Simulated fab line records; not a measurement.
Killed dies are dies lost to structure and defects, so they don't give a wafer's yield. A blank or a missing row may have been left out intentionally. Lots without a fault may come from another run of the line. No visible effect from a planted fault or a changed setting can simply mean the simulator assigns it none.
Problem report in the 8D (eight disciplines) form, filled by code / flow sky130 / the parts of the form that need people (team, actions taken, sign-off) are left out

1. PROBLEM STATEMENT
chamberPressurePa at SKY_METAL5_SPUTTER_03 reads a mean of 0.3633 Pa on 2 wafers of 2 lots; wafers without a fault read 0.3999 Pa with a standard deviation of 0.00079. That puts it -46 standard deviations away from the usual mean.
The step: material Ti, target thk 5 nm, time 3.3 s.
Seen first at day 46 04:37 on pvdSputter-01, wafer L501.4. At this step, 18 wafers from 6 lots have a number in the record. Rule for "out", or "out of limits": more than 4 standard deviations from the usual mean. The rest of the wafers with a number are treated as sound.

2. WHAT THIS IS AND IS NOT
question=which readings at this step | is=chamberPressurePa | is not=-
question=which lots | is=L501, L502 | is not=L490, L496, L511, L512
question=which wafers of those lots | is=L501.4, L502.4 | is not=L501.1, L501.3, L502.3, L502.6
question=read on which tools | is=pvdSputter-01 | is not=pvdSputter-03, pvdSputter-04
question=when | is=from day 46 04:37 | is not=up to then (8 sound wafers); but 8 sound wafers of L502, L511, L512 came after

3. SUSPECTS, AND WHAT RULES EACH OUT
Counting: a tool at a process step up to the reading stays a suspect if it ran every lot that is out. Sound lots after the first of them don't rule it out here, since some wafers of a struck lot are sound.
- pvdSputter-01 at SKY_METAL5_SPUTTER_00 (material Ti, target thk 15 nm, time 10 s): kept. It processed each lot that is out (first: L501, day 46 04:31); up to then, its last sound lot is L496 (day 45 00:48).
- pvdSputter-01 at SKY_METAL5_SPUTTER_01 (material TiN, target thk 20 nm, time 16.7 s): kept. It processed each lot that is out (first: L501, day 46 04:33); up to then, its last sound lot is L496 (day 45 00:49).
- pvdSputter-01 at SKY_METAL5_SPUTTER_02 (material AlCu, target thk 1150 nm, time 61.2 s): kept. It processed each lot that is out (first: L501, day 46 04:34); up to then, its last sound lot is L496 (day 45 00:52).
- pvdSputter-01 at SKY_METAL5_SPUTTER_03 (material Ti, target thk 5 nm, time 3.3 s): kept. It processed each lot that is out (first: L501, day 46 04:37); up to then, its last sound lot is L496 (day 45 00:54). Its own chamberPressurePa readings are out on those wafers.
Left after counting: pvdSputter-01 at SKY_METAL5_SPUTTER_00, pvdSputter-01 at SKY_METAL5_SPUTTER_01, pvdSputter-01 at SKY_METAL5_SPUTTER_02, pvdSputter-01 at SKY_METAL5_SPUTTER_03.

4. THE CAUSE (what the simulator had put in)
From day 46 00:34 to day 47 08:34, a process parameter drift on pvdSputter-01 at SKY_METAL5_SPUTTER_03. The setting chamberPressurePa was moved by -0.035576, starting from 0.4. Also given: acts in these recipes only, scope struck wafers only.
Counting leaves 4 suspects; this tool is one of them.

5. THE EFFECT CHAIN, in route order
Each row: a reading whose mean over the struck wafers that have a number lies more than 3 standard deviations from the usual. Only readings for which the record gives a usual standard deviation are gone through. hours: the time from each lot's start at the first step in this table that gives one to its start at this step, as a median over the lots. sigmas: the change in usual standard deviations.
hours=0; step=SKY_METAL5_SPUTTER_03; reading=chamberPressurePa; usual=0.3999 Pa; on struck wafers=0.3633; change=-0.0366; sigmas=-46
The process steps in it:
- SKY_METAL5_SPUTTER_03: material Ti, target thk 5 nm, time 3.3 s.

6. HOW IT WOULD HAVE BEEN CAUGHT EARLIER
In this record the first reading out of limits was taken at day 46 04:37, 4 hours after the fault began at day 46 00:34.
